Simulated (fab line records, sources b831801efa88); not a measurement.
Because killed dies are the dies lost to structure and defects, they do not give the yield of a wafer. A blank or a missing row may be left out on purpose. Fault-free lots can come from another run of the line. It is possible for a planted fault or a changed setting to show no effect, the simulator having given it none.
Comparing a struck lot with a sound one    flow gf180mcu    32 out of 602 route steps
Sound: the wafers L654.1, L654.3, L654.6. Struck: wafers L658.2, L658.3, L658.5. Last of all comes the cause.
Order at every step that has rows: each side's tool, ch and its chambers, its first start. Under that, the readings that differ: sound wafers    struck wafers    difference of the means    sigmas: that difference in standard deviations of wafers without a fault.
alike: a reading whose means differ by less than 2 such deviations, as well as words and numbers matching on both sides. not compared: withheld readings; readings where some wafer has no value; bounds like >300 that might hide an equal value; numbers whose values overlap and for which the record gives no deviation.
Wherever a step has rows on one side only, a row that says differs or no value, or a row with sigmas, the two part there. When numbers do not overlap yet have no deviation, they are printed without sigmas and do not part them. Lack of a reading on every wafer of one side parts them only where that side has two or more wafers.

GF_SAB_ETCH_11: etches SiO2 in C4F8/O2/Ar, target depth 55 nm, time 8.5 s.
  sound on rie diel-03 ch 1,2,3, day 17 23:24; struck on rie diel-04 ch 0,2, day 20 00:20
  alike: oes product au
  not compared: rf hours counter h
then, 1 step without rows for these wafers: GF_SAB_WET_ETCH_12 (etches SiO2 in dHF, target depth 22 nm, time 440 s).
GF_SAB_STRIP_13: strips in O2/N2.
  sound on plasma asher-01 ch 0,1, day 17 23:33; struck on plasma asher-03 ch 0,1, day 20 00:29
  alike: drypump motor current A, heater power w, oes product au, strip time to endpoint s
  not compared: rf hours counter h
then, 2 steps without rows for these wafers: GF_SALICIDE_CLEAN_00 (cleans in SC1/SC2, time 150 s); GF_SALICIDE_WET_ETCH_01 (etches SiO2 in dHF, target depth 5 nm, time 100 s).
GF_SALICIDE_SPUTTER_02: material Co, target thk 10 nm, time 20 s.
  sound: pvd sputter-03 at day 17 23:44; struck: pvd sputter-03 at day 20 00:40
  alike: throttle valve pct
GF_SALICIDE_SPUTTER_03: material TiN, target thk 20 nm, time 16.7 s.
  sound: pvd sputter-03 at day 17 23:46; struck: pvd sputter-03 at day 20 00:42
  alike: throttle valve pct
GF_SALICIDE_RS_MEAS_04: measurement is done with a four-point probe.
  sound: film metro-02 at day 17 23:47; struck: film metro-02 at day 20 00:45
  alike: SALICIDE_TIN_RS
GF_SALICIDE_THK_MEAS_05: measures by xrf.
  sound: film metro-02 at day 17 23:55; struck: film metro-02 at day 20 00:52
  alike: SALICIDE_TIN_THK
GF_SALICIDE_RTA_06: time 30 s.
  sound on rtp anneal-01 ch 0, day 17 23:58; struck on rtp anneal-01 ch 0, day 20 00:56
  alike: lamp power pct, wafer_temp_C_max
then, 2 steps without rows for these wafers: GF_SALICIDE_WET_ETCH_07 (etches the open film in SPM, target depth 120 nm); GF_SALICIDE_RTA_08 (time 30 s).
GF_CONTACT_CVD_00: deposits SiO2, target thk 300 nm, time 50 s.
  sound on hdpcvd-01 ch 1,2, day 18 00:16; struck on hdpcvd-01 ch 0,1,2, day 20 01:37
GF_CONTACT_THK_MEAS_01:
  sound: film metro-03 at day 18 00:19; struck: film metro-03 at day 20 01:40
reading                  sound              struck             difference  sigmas
CONTACT_CVD_00_THK (nm)  298.9 300.7 300.3  604.8 609.8 608.6  +307.8      +99 or more
then, 1 step without rows for these wafers: GF_CONTACT_CVD_02 (deposits SiO2 from TEOS, target thk 860 nm, time 95.992 s).
GF_CONTACT_THK_MEAS_03:
  sound: film metro-04 at day 18 00:28; struck: film metro-04 at day 20 01:48
  alike: CONTACT_CVD_02_THK
then, 1 step without rows for these wafers: GF_CONTACT_CMP_04 (polishes SiO2).
GF_CONTACT_BOW_MEAS_05:
  sound: film metro-03 at day 18 00:50; struck: film metro-03 at day 20 02:10
  alike: CONTACT_BOW
then, 8 steps without rows for these wafers: GF_CONTACT_DEHYDRATE_06 (time 60 s); GF_CONTACT_HMDS_07 (prime time 60 s); GF_CONTACT_COAT_08; GF_CONTACT_COAT_09 (resist thk 1000 nm); GF_CONTACT_SOFTBAKE_10 (time 60 s); GF_CONTACT_EXPOSE_11 (exposes mask Contact, target cd 220 nm); GF_CONTACT_PEB_12 (peb time 90 s); GF_CONTACT_DEVELOP_13 (develop time 60 s).
GF_CONTACT_CD_MEAS_14 targets a cd of 220 nm.
  sound: cd sem-02 at day 19 00:38; struck: cd sem-01 at day 21 01:19
  alike: cd nm
GF_CONTACT_OVL_MEAS_15:
  sound: overlay-02 at day 19 00:46; struck: overlay-01 at day 21 01:25
  alike: CONTACT_OVL
then, 1 step without rows for these wafers: GF_CONTACT_ETCH_16 (etches BARC in N2/H2).
GF_CONTACT_ETCH_17: etches SiO2 in C4F8/O2/Ar, stops on CoSi2, target depth 860 nm.
  sound on rie diel-03 ch 0,2; struck on rie diel-03 ch 0,1
reading                              sound              struck             difference  sigmas
oes product au (a.u.)                0.815 0.816 0.804  0.959 0.969 0.980  +0.158      +34
model.etch.depth nm (nm)             858.6 861.9 860.2  1165 1170 1170     +308        
model.CONTACT.feature depth nm (nm)  858.6 861.9 860.2  1165 1170 1170     +308        
then, 1 step without rows for these wafers: GF_CONTACT_STRIP_18 (strips in O2/N2).
-- the record jumps here: 12 days lie between the struck wafers' starts before and after (it left off in module CONTACT and takes up again in module PASSIVATION, whose first step shown is number 602 of the route) --
GF_PASSIVATION_PROBE_99:
  sound: prober-01 at day 31 08:37; struck: prober-02 at day 32 20:26
reading                           sound              struck             difference  sigmas
model.etest.contact nplus.rc ohm  5.109 4.951 5.068  6.784 6.463 6.54   +1.553      
model.etest.contact pplus.rc ohm  5.265 4.897 5.146  6.944 6.419 6.627  +1.561      
model.etest.contact poly.rc ohm   5.888 5.961 5.737  7.426 7.131 7.258  +1.410      

WHERE THEY PART
Last at GF_CONTACT_ETCH_17 as far as this record goes, first at GF_CONTACT_THK_MEAS_01.

WHY: what the simulator had put in
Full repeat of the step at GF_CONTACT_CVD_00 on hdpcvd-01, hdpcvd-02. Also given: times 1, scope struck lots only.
